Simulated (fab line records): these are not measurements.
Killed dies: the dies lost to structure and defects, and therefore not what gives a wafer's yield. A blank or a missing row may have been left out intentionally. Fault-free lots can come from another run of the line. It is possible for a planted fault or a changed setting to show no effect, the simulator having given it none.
The tool behind it: which one? / flow gf180mcu / 42 wafers from 15 lots sampled at 4 of the route's 602 steps

## WHAT THE GAUGES SHOWED, per wafer
GF_M3_OVL_MEAS_15.
lot=L848; measured=day 21 21:49; on=overlay-01; M3_OVL (nm)=14 -6 11
lot=L849; measured=day 22 10:19; on=overlay-01; M3_OVL (nm)=8 9 -1
lot=L851; measured=day 22 19:28; on=overlay-01; M3_OVL (nm)=4 0 -9
lot=L852; measured=day 23 05:03; on=overlay-02; M3_OVL (nm)=-2 9 16
lot=L853; measured=day 23 01:25; on=overlay-01; M3_OVL (nm)=6 4 7
lot=L854; measured=day 23 16:19; on=overlay-02; M3_OVL (nm)=3 1 -5
lot=L855; measured=day 24 01:23; on=overlay-02; M3_OVL (nm)=11 10 9
lot=L856; measured=day 24 07:16; on=overlay-02; M3_OVL (nm)=1 9 3
lot=L857; measured=day 24 10:40; on=overlay-01; M3_OVL (nm)=1 5 9
lot=L859; measured=day 25 11:01; on=overlay-01; M3_OVL (nm)=1 -3 5
lot=L861; measured=day 26 00:34; on=overlay-01; M3_OVL (nm)=-4 -4
lot=L862; measured=day 26 04:57; on=overlay-01; M3_OVL (nm)=1 0 -5
lot=L863; measured=day 26 16:58; on=overlay-01; M3_OVL (nm)=-1 0
lot=L864; measured=day 26 20:31; on=overlay-02; M3_OVL (nm)=0 -8
lot=L871; measured=day 28 19:55; on=overlay-01; M3_OVL (nm)=-3 2 3

GF_V3_THK_MEAS_03.
lot=L848; measured=day 21 22:42; on=film_metro-04; V3_CVD_02_THK (nm)=851 862 852
lot=L849; measured=day 22 11:12; on=film_metro-04; V3_CVD_02_THK (nm)=851 839 852
lot=L851; measured=day 22 20:21; on=film_metro-03; V3_CVD_02_THK (nm)=855 847 849
lot=L852; measured=day 23 05:58; on=film_metro-03; V3_CVD_02_THK (nm)=853 864 848
lot=L853; measured=day 23 02:17; on=film_metro-03; V3_CVD_02_THK (nm)=833 859 852
lot=L854; measured=day 23 17:16; on=film_metro-03; V3_CVD_02_THK (nm)=838 850 859
lot=L855; measured=day 24 02:16; on=film_metro-04; V3_CVD_02_THK (nm)=841 855 871
lot=L856; measured=day 24 08:08; on=film_metro-04; V3_CVD_02_THK (nm)=847 860 858
lot=L857; measured=day 24 11:42; on=film_metro-04; V3_CVD_02_THK (nm)=851 853 866
lot=L859; measured=day 25 12:20; on=film_metro-01; V3_CVD_02_THK (nm)=838 852 857
lot=L861; measured=day 26 01:27; on=film_metro-03; V3_CVD_02_THK (nm)=849 856
lot=L862; measured=day 26 05:50; on=film_metro-04; V3_CVD_02_THK (nm)=845 847 866
lot=L863; measured=day 26 17:53; on=film_metro-03; V3_CVD_02_THK (nm)=864 873
lot=L864; measured=day 26 21:25; on=film_metro-01; V3_CVD_02_THK (nm)=843 855
lot=L871; measured=day 28 20:48; on=film_metro-03; V3_CVD_02_THK (nm)=830 846 847

## WHAT TOOL EACH LOT RAN ON (gives the tool, then ch and the chambers of the sampled wafers, and finally the start)
lot=L848; GF_STI_CMP_25=cmp-02 ch 1,3, day 2 08:43; GF_LVPWELL_DEHYDRATE_00=litho_track-03 ch 0, day 4 00:06
lot=L849; GF_STI_CMP_25=cmp-02 ch 0,2,3, day 2 18:23; GF_LVPWELL_DEHYDRATE_00=litho_track-02 ch 0, day 4 07:58
lot=L851; GF_STI_CMP_25=cmp-01 ch 2,3, day 2 23:47; GF_LVPWELL_DEHYDRATE_00=litho_track-01 ch 0, day 4 11:12
lot=L852; GF_STI_CMP_25=cmp-02 ch 1,2,3, day 3 03:09; GF_LVPWELL_DEHYDRATE_00=litho_track-02 ch 0, day 4 16:11
lot=L853; GF_STI_CMP_25=cmp-01 ch 0,2,3, day 3 03:32; GF_LVPWELL_DEHYDRATE_00=litho_track-01 ch 0, day 4 16:08
lot=L854; GF_STI_CMP_25=cmp-01 ch 1,2, day 3 13:57; GF_LVPWELL_DEHYDRATE_00=litho_track-02 ch 0, day 5 01:50
lot=L855; GF_STI_CMP_25=cmp-02 ch 0,1,3, day 3 17:15; GF_LVPWELL_DEHYDRATE_00=litho_track-03 ch 0, day 5 06:27
lot=L856; GF_STI_CMP_25=cmp-02 ch 1,3, day 3 22:13; GF_LVPWELL_DEHYDRATE_00=litho_track-02 ch 0, day 5 10:28
lot=L857; GF_STI_CMP_25=cmp-01 ch 1,3, day 4 02:05; GF_LVPWELL_DEHYDRATE_00=litho_track-01 ch 0, day 5 14:56
lot=L859; GF_STI_CMP_25=cmp-02 ch 1,2,3, day 4 11:40; GF_LVPWELL_DEHYDRATE_00=litho_track-02 ch 0, day 6 03:20
lot=L861; GF_STI_CMP_25=cmp-01 ch 0,1, day 4 22:35; GF_LVPWELL_DEHYDRATE_00=litho_track-01 ch 0, day 6 15:09
lot=L862; GF_STI_CMP_25=cmp-02 ch 1,2, day 5 04:10; GF_LVPWELL_DEHYDRATE_00=litho_track-02 ch 0, day 6 19:20
lot=L863; GF_STI_CMP_25=cmp-01 ch 1,3, day 5 11:44; GF_LVPWELL_DEHYDRATE_00=litho_track-01 ch 0, day 7 01:48
lot=L864; GF_STI_CMP_25=cmp-01 ch 0,2, day 5 13:35; GF_LVPWELL_DEHYDRATE_00=litho_track-01 ch 0, day 7 06:09
lot=L871; GF_STI_CMP_25=cmp-02 ch 0,1, day 7 01:59; GF_LVPWELL_DEHYDRATE_00=litho_track-02 ch 0, day 8 19:59
- GF_STI_CMP_25: polishes, stops on Si3N4, t overpolish 33 s, target thk 524.6 nm.
- GF_LVPWELL_DEHYDRATE_00: time 60 s.

## WHAT THE TOOLS THEMSELVES READ (means of the sampled wafers that have a number; where no wafer has one, the mark that the record gives instead)
GF_STI_CMP_25.
lot=L848; tool=cmp-02; motor_current_A (A)=11.6; overpolish_run_s (s)=33.003; time_to_endpoint_s (s)=122
lot=L849; tool=cmp-02; motor_current_A (A)=12.3; overpolish_run_s (s)=32.999; time_to_endpoint_s (s)=123
lot=L851; tool=cmp-01; motor_current_A (A)=11.8; overpolish_run_s (s)=33.005; time_to_endpoint_s (s)=132
lot=L852; tool=cmp-02; motor_current_A (A)=11.5; overpolish_run_s (s)=33.013; time_to_endpoint_s (s)=125
lot=L853; tool=cmp-01; motor_current_A (A)=10.8; overpolish_run_s (s)=33.005; time_to_endpoint_s (s)=131
lot=L854; tool=cmp-01; motor_current_A (A)=12.6; overpolish_run_s (s)=33.009; time_to_endpoint_s (s)=127
lot=L855; tool=cmp-02; motor_current_A (A)=11.4; overpolish_run_s (s)=32.991; time_to_endpoint_s (s)=121
lot=L856; tool=cmp-02; motor_current_A (A)=10.7; overpolish_run_s (s)=33.005; time_to_endpoint_s (s)=123
lot=L857; tool=cmp-01; motor_current_A (A)=11.5; overpolish_run_s (s)=33.001; time_to_endpoint_s (s)=117
lot=L859; tool=cmp-02; motor_current_A (A)=11.3; overpolish_run_s (s)=33.002; time_to_endpoint_s (s)=122
lot=L861; tool=cmp-01; motor_current_A (A)=12.0; overpolish_run_s (s)=32.998; time_to_endpoint_s (s)=121
lot=L862; tool=cmp-02; motor_current_A (A)=11.2; overpolish_run_s (s)=32.993; time_to_endpoint_s (s)=127
lot=L863; tool=cmp-01; motor_current_A (A)=11.1; overpolish_run_s (s)=33.004; time_to_endpoint_s (s)=120
lot=L864; tool=cmp-01; motor_current_A (A)=11.9; overpolish_run_s (s)=33.007; time_to_endpoint_s (s)=118
lot=L871; tool=cmp-02; motor_current_A (A)=11.0; overpolish_run_s (s)=32.998; time_to_endpoint_s (s)=119

GF_LVPWELL_DEHYDRATE_00.
lot=L848; tool=litho_track-03; run_length_s (s)=89.08
lot=L849; tool=litho_track-02; run_length_s (s)=89.28
lot=L851; tool=litho_track-01; run_length_s (s)=89.32
lot=L852; tool=litho_track-02; run_length_s (s)=89.26
lot=L853; tool=litho_track-01; run_length_s (s)=89.13
lot=L854; tool=litho_track-02; run_length_s (s)=89.26
lot=L855; tool=litho_track-03; run_length_s (s)=89.15
lot=L856; tool=litho_track-02; run_length_s (s)=89.29
lot=L857; tool=litho_track-01; run_length_s (s)=89.25
lot=L859; tool=litho_track-02; run_length_s (s)=89.18
lot=L861; tool=litho_track-01; run_length_s (s)=103.40
lot=L862; tool=litho_track-02; run_length_s (s)=89.14
lot=L863; tool=litho_track-01; run_length_s (s)=96.22
lot=L864; tool=litho_track-01; run_length_s (s)=103.47
lot=L871; tool=litho_track-02; run_length_s (s)=89.31

## THE ANSWER, worked out from the rows above alone
Rule: the lots themselves supply what counts as usual. The widest of any qualifying gaps counts: lots, ordered by their means at a reading, are off when they make up no more than a third of the lots, leave a main group of 4 or more, and stand apart from it by 3 or more times the standard deviation of that group's means. If all means in a main group match to the digits the tables above print for the reading, that group is not used. A lot without any number at a reading at which 4 lots or more have one is off too. Where the step has rows for the other lots, those lots are counted as sound. The gauges are gone through in route order, then the tools' own readings, and for those a lot's mean is taken as printed above. The first step at which some lot is off is used, and at that step the reading that is off furthest; a lot without a number counts as furthest.
Off: L861, L863, L864 (GF_LVPWELL_DEHYDRATE_00, run_length_s). Main group: mean 89.22 s, sd 0.077.
If a tool, at that step or one of the process steps before it, ran each lot that is off and ran no sound lot following the first of them, it fits. 2 tools fit, cmp-01 at GF_STI_CMP_25 and litho_track-01 at GF_LVPWELL_DEHYDRATE_00, so this cannot tell which one it is.

## WHAT HAD BEEN PUT IN BY THE SIMULATOR
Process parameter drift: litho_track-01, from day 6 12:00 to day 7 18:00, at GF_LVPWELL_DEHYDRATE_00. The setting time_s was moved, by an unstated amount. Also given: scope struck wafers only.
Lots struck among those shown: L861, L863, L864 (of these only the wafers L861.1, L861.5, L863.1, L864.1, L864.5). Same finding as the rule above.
